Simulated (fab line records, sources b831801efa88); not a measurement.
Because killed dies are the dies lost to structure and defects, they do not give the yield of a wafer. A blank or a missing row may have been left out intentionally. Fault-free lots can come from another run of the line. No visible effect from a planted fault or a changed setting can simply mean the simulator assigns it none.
Struck lot and sound lot, side by side | flow sky130 | 16 out of 708 route steps
Sound: these wafers, L968.3, L968.4, L968.5. The struck wafers were L974.1, L974.4, L974.5. Last of all comes the cause.
Each step with rows lists, per side, the tool, then ch with its chambers, then its first start. Under that, the readings that differ: sound wafers | struck wafers | difference of the means | sigmas: that difference in standard deviations of wafers without a fault.
alike: same words and numbers on both sides, and readings whose means sit less than 2 such deviations apart. not compared: any withheld reading, any reading some wafer has no value for, any bound like >300 that may hide the same value, and any number with overlapping values for which the record gives no deviation.
The two part at a step that has a row with sigmas, a row that says differs or no value, or rows on one side only. When numbers do not overlap yet have no deviation, they are printed without sigmas and do not part them. A reading missing from all wafers of one side parts the sides only when that side holds two or more wafers.

first, 5 steps without rows for these wafers: SKY_POLY_GATE_COAT_08 (resist thk 450 nm); SKY_POLY_GATE_SOFTBAKE_09 (time 90 s); SKY_POLY_GATE_EXPOSE_10 (exposes mask P1M, target cd 150 nm); SKY_POLY_GATE_PEB_11; SKY_POLY_GATE_DEVELOP_12 (develop time 60 s).
SKY_POLY_GATE_CD_MEAS_13 targets a cd of 150 nm.
  sound on cd_sem-02, day 18 05:45; struck on cd_sem-02, day 21 00:16
  alike: cd_nm
SKY_POLY_GATE_OVL_MEAS_14:
  sound on overlay-01, day 18 05:50; struck on overlay-01, day 21 00:23
  alike: POLY_GATE_OVL
SKY_POLY_GATE_ETCH_15: etches BARC in N2/H2, stops on SiO2, time 118.5 s, target depth 110 nm.
  sound on rie_diel-03 ch 0,1,2, day 18 05:52; struck on rie_diel-03 ch 1,2,3, day 21 00:25
  alike: drypump_motor_current_A, oes_product_au, throttle_valve_pct
  not compared: rf_hours_counter_h
SKY_POLY_GATE_ETCH_16: etches Si3N4 in CH3F/O2, stops on poly-Si, time 147.5 s, target depth 75 nm.
  sound on rie_diel-03 ch 0,1,2, day 18 05:57; struck on rie_diel-03 ch 1,2,3, day 21 00:30
  alike: drypump_motor_current_A, oes_product_au, throttle_valve_pct
  not compared: rf_hours_counter_h
SKY_POLY_GATE_ETCH_17: etches poly-Si in HBr/Cl2, stops on SiO2, target depth 180 nm, time 70.5 s.
  sound on rie_si-02 ch 1,2, day 18 06:03; struck on rie_si-02 ch 2,3, day 21 00:36
  reading               | sound             | struck            | difference | sigmas
  oes_product_au (a.u.) | 0.975 0.985 0.974 | 1.005 1.004 0.995 | +0.023     | +3
  alike: HBr_flow_sccm, drypump_motor_current_A, throttle_valve_pct
  not compared: rf_hours_counter_h
SKY_POLY_GATE_STRIP_18: strips in O2/N2.
  sound on plasma_asher-01 ch 0,1, day 18 06:08; struck on plasma_asher-01 ch 0,1, day 21 00:39
  alike: drypump_motor_current_A, oes_product_au, strip_time_to_endpoint_s
  not compared: rf_hours_counter_h
then, 1 step without rows for these wafers: SKY_POLY_GATE_CLEAN_19 (cleans in SC1/SC2, time 150 s).
SKY_POLY_GATE_OXIDATION_20: stabilise 600 s, purge 300 s, target thk 4 nm.
  sound on furnace-02 ch 0, day 18 08:05; struck on furnace-01 ch 0, day 21 02:13
  reading                   | sound          | struck         | difference | sigmas
  zone_power_bottom_pct (%) | 21.8 22.2 22.0 | 25.3 25.2 24.8 | +3.1       | +2
  zone_power_upper_pct (%)  | 17.5 18.2 17.3 | 15.5 15.3 15.4 | -2.3       | -2
  alike: spike_tc_bottom_C, spike_tc_upper_C
SKY_POLY_GATE_THK_MEAS_21:
  sound on film_metro-02, day 18 09:21; struck on film_metro-03, day 21 03:35
  reading                      | sound          | struck         | difference | sigmas
  POLY_GATE_OXIDATION_THK (nm) | 3.89 4.13 4.02 | 6.54 6.45 6.43 | +2.46      | +40
SKY_POLY_GATE_CD_MEAS_22:
  sound on cd_sem-01, day 18 09:26; struck on cd_sem-02, day 21 03:38
  alike: cd_nm
-- record jumps: 28 days separate the struck wafers' starts on either side; left off in module POLY_GATE, taken up again in module PAD_OPEN, whose first shown step is the route's number 708 --
SKY_PAD_OPEN_PROBE_99:
  sound on prober-01, day 47 03:17; struck on prober-01, day 48 23:41
  reading                           | sound             | struck            | difference | sigmas
  model.etest.tip_sonos.rs_ohm_sq   | 2578 2567 2608    | 3153 3110 3077    | +529       |
  model.etest.tip_p.rs_ohm_sq       | 6938 6962 6916    | 7307 7305 7366    | +387       |
  model.etest.res_pdiff.line_ohm_um | 1370 1341 1366    | 1457 1461 1478    | +106       |
  model.etest.tip_n.rs_ohm_sq       | 439 441.6 440.7   | 485.5 482.6 483.6 | +43.5      |
  model.etest.res_ndiff.line_ohm_um | 764.4 751.2 763.1 | 786.2 782.2 793.1 | +27.6      |
  alike: killed_at_M0_to_M3, killed_at_M4_up, killed_at_contacts, killed_at_front_end, killed_at_other, killed_dies, killed_open, killed_short
  not compared: model.etest.pfet_01v8.r_on_ohm_um, model.etest.nfet_01v8.r_on_ohm_um, model.etest.sonos_uncharged.r_on_ohm_um

== WHERE THEY PART ==
At SKY_POLY_GATE_ETCH_17 first; at SKY_POLY_GATE_THK_MEAS_21 last (within this record only). Later steps at which nothing parts them and some readings are alike: SKY_POLY_GATE_CD_MEAS_22, SKY_PAD_OPEN_PROBE_99.

WHY: the cause the simulator had injected
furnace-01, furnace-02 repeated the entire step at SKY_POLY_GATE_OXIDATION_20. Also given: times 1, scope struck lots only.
